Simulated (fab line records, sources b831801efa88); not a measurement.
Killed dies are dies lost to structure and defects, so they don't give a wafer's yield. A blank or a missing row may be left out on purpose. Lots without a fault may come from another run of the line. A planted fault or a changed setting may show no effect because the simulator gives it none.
Which tool did it? | flow gf180mcu | 11 lots, 33 wafers sampled, at 4 steps of a route of 602

WHAT THE GAUGES READ, wafer by wafer
GF_PASSIVATION_THK_MEAS_03.
lot  | measured     | on            | PASSIVATION_CVD_02_THK (nm)
L670 | day 28 12:19 | film_metro-01 | 687 698 691
L671 | day 28 14:08 | film_metro-04 | 695 698 686
L673 | day 29 13:52 | film_metro-04 | 692 695 709
L674 | day 29 15:17 | film_metro-02 | 694 708 700
L677 | day 30 13:42 | film_metro-04 | 689 701 711
L680 | day 31 11:31 | film_metro-01 | 706 594 701
L682 | day 31 22:27 | film_metro-04 | 696 578 680
L686 | day 33 02:47 | film_metro-02 | 691 696 699
L688 | day 33 13:10 | film_metro-02 | 691 710 706
L689 | day 33 16:42 | film_metro-04 | 688 705 703
L691 | day 34 02:49 | film_metro-01 | 689 698 695

WHICH TOOL RAN EACH LOT (tool, then ch and the chambers of the sampled wafers, then the start)
lot  | GF_V5_CMP_04                  | GF_TOP_METAL_SPUTTER_00      | GF_PASSIVATION_CVD_02
L670 | cmp-01 ch 0,2,3, day 26 16:53 | pvd_sputter-01, day 27 15:23 | pecvd-03 ch 0,1,2, day 28 12:01
L671 | cmp-01 ch 0,1,2, day 26 18:21 | pvd_sputter-03, day 27 16:40 | pecvd-02 ch 0,2, day 28 13:50
L673 | cmp-01 ch 0,1,3, day 27 20:45 | pvd_sputter-04, day 28 18:02 | pecvd-01 ch 0,1, day 29 13:34
L674 | cmp-01 ch 0,1,3, day 27 21:49 | pvd_sputter-03, day 28 18:56 | pecvd-01 ch 0,1,2, day 29 15:00
L677 | cmp-01 ch 0,2,3, day 28 20:46 | pvd_sputter-03, day 29 17:56 | pecvd-03 ch 0,2, day 30 13:25
L680 | cmp-01 ch 0,1,2, day 29 19:34 | pvd_sputter-04, day 30 16:16 | pecvd-01 ch 0,1,2, day 31 11:13
L682 | cmp-02 ch 0,1,3, day 30 07:53 | pvd_sputter-03, day 31 03:45 | pecvd-01 ch 0,1,2, day 31 22:10
L686 | cmp-01 ch 0,1, day 31 13:33   | pvd_sputter-01, day 32 08:29 | pecvd-02 ch 0,2, day 33 02:30
L688 | cmp-01 ch 0,2,3, day 32 02:10 | pvd_sputter-01, day 32 20:04 | pecvd-03 ch 0,2, day 33 12:52
L689 | cmp-02 ch 0,2,3, day 32 06:12 | pvd_sputter-04, day 33 00:08 | pecvd-02 ch 0,1,2, day 33 16:25
L691 | cmp-02 ch 1,2,3, day 32 15:37 | pvd_sputter-01, day 33 09:58 | pecvd-03 ch 1,2, day 34 02:31
- GF_V5_CMP_04: polishes SiO2.
- GF_TOP_METAL_SPUTTER_00: material Ti, target thk 37.5 nm, time 150 s.
- GF_PASSIVATION_CVD_02: deposits Si3N4, target thk 700 nm, time 486.18 s.

THE ANSWER, worked out from the rows above alone
Rule: what is usual is taken from the lots themselves. Put in order of their means at a reading, lots are off if they are a third of the lots or fewer, leave a main group of 4 or more, and stand apart from it by a gap of 3 or more times the standard deviation of the main group's means; of several such gaps the widest counts. A main group whose means are all the same, to the digits that the tables above print for the reading, isn't used. A lot without any number at a reading at which 4 lots or more have one is off too. The other lots that the step has rows for count as sound.
Off: L680, L682, at GF_PASSIVATION_THK_MEAS_03 (PASSIVATION_CVD_02_THK). The main group: mean 697 nm, standard deviation 3.5.
A tool fits if, at a process step before that reading, it ran every lot that is off, and no sound lot after the first of them. The gauges at GF_PASSIVATION_THK_MEAS_03 are tried like those tools. One fits: pecvd-01 at GF_PASSIVATION_CVD_02. Its last sound lot is L674 (day 29 15:00), its first lot that is off L680 (day 31 11:13): a fault that began between those two fits.

WHAT THE SIMULATOR HAD PUT IN
Process parameter drift: pecvd-01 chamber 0, from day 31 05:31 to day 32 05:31, at GF_PASSIVATION_CVD_02. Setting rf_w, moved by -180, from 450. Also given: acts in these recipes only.
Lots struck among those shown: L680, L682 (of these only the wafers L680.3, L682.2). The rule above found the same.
